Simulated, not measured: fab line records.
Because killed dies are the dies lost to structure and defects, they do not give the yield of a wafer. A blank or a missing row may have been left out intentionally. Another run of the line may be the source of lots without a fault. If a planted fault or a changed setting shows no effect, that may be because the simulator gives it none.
Which tool did it?    flow sky130    37 wafers from 13 lots sampled at 5 of the route's 708 steps

== WHAT EACH GAUGE READ, for each wafer ==
SKY_NWELL_TW_MEAS_15. Usual: NWELL_TW 1828, standard deviation 12.
lot   measured      on             NWELL_TW        flag
L314  day 4 19:58   film metro-02  1841 1851 1838  
L315  day 5 00:47   film metro-02  1848 1842 1858  
L316  day 5 09:34   film metro-02  1842 1844 1849  
L322  day 6 16:41   film metro-03  1831 1833       
L324  day 7 03:50   film metro-03  1820 1812       
L326  day 7 18:40   film metro-02  1831 1834 1827  
L327  day 8 03:34   film metro-03  1830 1818 1815  
L329  day 8 10:11   film metro-03  1837 1827 1835  
L330  day 8 17:11   film metro-03  1844 1847 1831  
L331  day 9 00:57   film metro-03  1816 1813 1821  
L333  day 9 14:31   film metro-03  1828 1814 1822  
L334  day 9 21:08   film metro-02  1829 1820 1827  
L337  day 10 06:12  film metro-03  1833 1827 1830  

SKY_VT_ADJUST_HVTP_OVL_MEAS_08. Usual: VT_ADJUST_HVTP_OVL -0.8 nm, standard deviation 1.3.
lot   measured      on          VT_ADJUST_HVTP_OVL (nm)  flag
L314  day 6 10:23   overlay-01  0.0 -1.0 -0.3            
L315  day 6 15:02   overlay-02  0.0 1.2 -0.5             
L316  day 7 00:40   overlay-01  -4.3 -4.9 -3.2           
L322  day 8 10:48   overlay-02  -2.2 -1.8                
L324  day 8 23:10   overlay-01  -0.7 -1.1                
L326  day 9 15:44   overlay-02  -0.1 -0.5 -0.9           
L327  day 10 00:35  overlay-02  0.0 -1.2 -0.4            
L329  day 10 06:44  overlay-01  0.5 0.5 0.9              
L330  day 10 13:51  overlay-01  -1.8 -0.6 -2.0           
L331  day 10 22:06  overlay-02  0.0 0.9 1.7              
L333  day 11 13:45  overlay-01  -0.2 -1.2 0.9            
L334  day 11 20:39  overlay-01  1.3 1.2 0.6              
L337  day 12 05:14  overlay-02  -1.9 -0.5 -1.0           

SKY_SONOS_ONO_OVL_MEAS_14. Usual: SONOS_ONO_OVL 0.1 nm, standard deviation 1.1.
lot   measured      on          SONOS_ONO_OVL (nm)  flag
L314  day 13 06:16  overlay-02  -0.8 -2.5 -0.4      
L315  day 13 20:56  overlay-02  -1.1 -0.4 -2.0      
L316  day 14 08:37  overlay-02  -0.8 -0.2 -1.3      
L322  day 15 19:43  overlay-02  -1.0 -0.7           
L324  day 16 11:25  overlay-01  0.0 -1.6            
L326  day 17 08:16  overlay-01  -1.3 -0.7 0.4       
L327  day 17 18:07  overlay-02  0.8 0.2 -1.2        
L329  day 18 04:34  overlay-01  1.8 0.7 0.6         
L330  day 18 13:53  overlay-02  0.1 -0.7 -0.3       
L331  day 19 01:38  overlay-01  -0.6 -1.0 -0.2      
L333  day 19 22:47  overlay-02  1.1 -0.6 0.5        
L334  day 20 06:14  overlay-02  -1.1 -0.4 1.1       
L337  day 20 17:13  overlay-01  -1.3 1.3 -0.9       

== EACH LOT AND THE TOOL THAT RAN IT (in order: tool; ch and the chambers of the sampled wafers; start) ==
lot   SKY_DNWELL_COAT_02                SKY_DNWELL_STRIP_08
L314  litho track-02 ch 0, day 3 01:47  plasma asher-04 ch 0,1, day 3 10:50
L315  litho track-01 ch 0, day 3 04:26  plasma asher-04 ch 1, day 3 13:25
L316  litho track-02 ch 0, day 3 12:16  plasma asher-04 ch 0,1, day 3 20:53
L322  litho track-03 ch 0, day 4 16:08  plasma asher-01 ch 1, day 5 01:56
L324  litho track-03 ch 0, day 5 03:28  plasma asher-04 ch 0,1, day 5 12:26
L326  litho track-03 ch 0, day 5 16:08  plasma asher-03 ch 0,1, day 6 02:17
L327  litho track-01 ch 0, day 6 00:11  plasma asher-01 ch 0,1, day 6 10:07
L329  litho track-01 ch 0, day 6 06:56  plasma asher-01 ch 0,1, day 6 17:12
L330  litho track-02 ch 0, day 6 11:32  plasma asher-03 ch 0,1, day 6 21:55
L331  litho track-02 ch 0, day 6 19:13  plasma asher-01 ch 0,1, day 7 04:55
L333  litho track-01 ch 0, day 7 06:21  plasma asher-04 ch 0,1, day 7 17:17
L334  litho track-01 ch 0, day 7 13:20  plasma asher-03 ch 0,1, day 8 01:03
L337  litho track-03 ch 0, day 7 22:08  plasma asher-04 ch 0,1, day 8 09:18
- SKY_DNWELL_COAT_02: resist thk 3000 nm.
- SKY_DNWELL_STRIP_08: strips in O2/N2.

== AS READ BY THE TOOLS THEMSELVES (means over the sampled wafers that have a number; for cases with no such wafer, the mark the record gives instead) ==
SKY_DNWELL_COAT_02. Usual: spin speed rpm at 1999.9 rpm, with a standard deviation of 1.5.
lot   tool            spin speed rpm (rpm)  flag
L314  litho track-02  1999.6                
L315  litho track-01  1999.7                
L316  litho track-02  2001.1                
L322  litho track-03  2000.9                
L324  litho track-03  2001.8                
L326  litho track-03  1998.5                
L327  litho track-01  2000.7                
L329  litho track-01  1999.2                
L330  litho track-02  2000.2                
L331  litho track-02  1999.1                
L333  litho track-01  1999.7                
L334  litho track-01  1998.7                
L337  litho track-03  2001.9                

SKY_DNWELL_STRIP_08. Usual: drypump motor current A 5.9 A, standard deviation 0.47; oes product au 0.722 a.u., standard deviation 0.0044; strip time to endpoint s 36.91 s, standard deviation 0.09.
lot   tool             drypump motor current A (A)  oes product au (a.u.)  strip time to endpoint s (s)  flag
L314  plasma asher-04  6.2                          0.723                  36.93                         
L315  plasma asher-04  6.1                          0.724                  36.93                         
L316  plasma asher-04  6.2                          0.719                  36.89                         
L322  plasma asher-01  5.8                          0.726                  36.52                         OFF
L324  plasma asher-04  6.2                          0.721                  36.05                         OFF
L326  plasma asher-03  5.6                          0.722                  36.60                         OFF
L327  plasma asher-01  5.3                          0.719                  36.92                         
L329  plasma asher-01  5.3                          0.720                  36.87                         
L330  plasma asher-03  5.9                          0.726                  36.90                         
L331  plasma asher-01  5.3                          0.723                  36.91                         
L333  plasma asher-04  6.2                          0.720                  36.95                         
L334  plasma asher-03  5.9                          0.724                  36.99                         
L337  plasma asher-04  6.3                          0.722                  37.01                         

== THE ANSWER, worked out from the rows above alone ==
Rule: take the mean of a lot's wafers that have a number; if it is more than 3 standard deviations from the usual mean, the lot is off. Also off: a lot with no number at a reading for which 4 or more lots have one. All remaining lots with rows at the step are treated as sound. The gauges are gone through in route order, then the tools' own readings, and for those a lot's mean is taken as printed above. At the first step where some lot is off, the reading lying furthest off is the one used; lots without a number count as furthest.
Off: L322, L324, L326, at SKY_DNWELL_STRIP_08 (strip time to endpoint s).
If a tool, at that step or one of the process steps before it, ran each lot that is off and ran no sound lot following the first of them, it fits. No candidate that was tried fits.

== WHAT THE SIMULATOR HAD INSERTED ==
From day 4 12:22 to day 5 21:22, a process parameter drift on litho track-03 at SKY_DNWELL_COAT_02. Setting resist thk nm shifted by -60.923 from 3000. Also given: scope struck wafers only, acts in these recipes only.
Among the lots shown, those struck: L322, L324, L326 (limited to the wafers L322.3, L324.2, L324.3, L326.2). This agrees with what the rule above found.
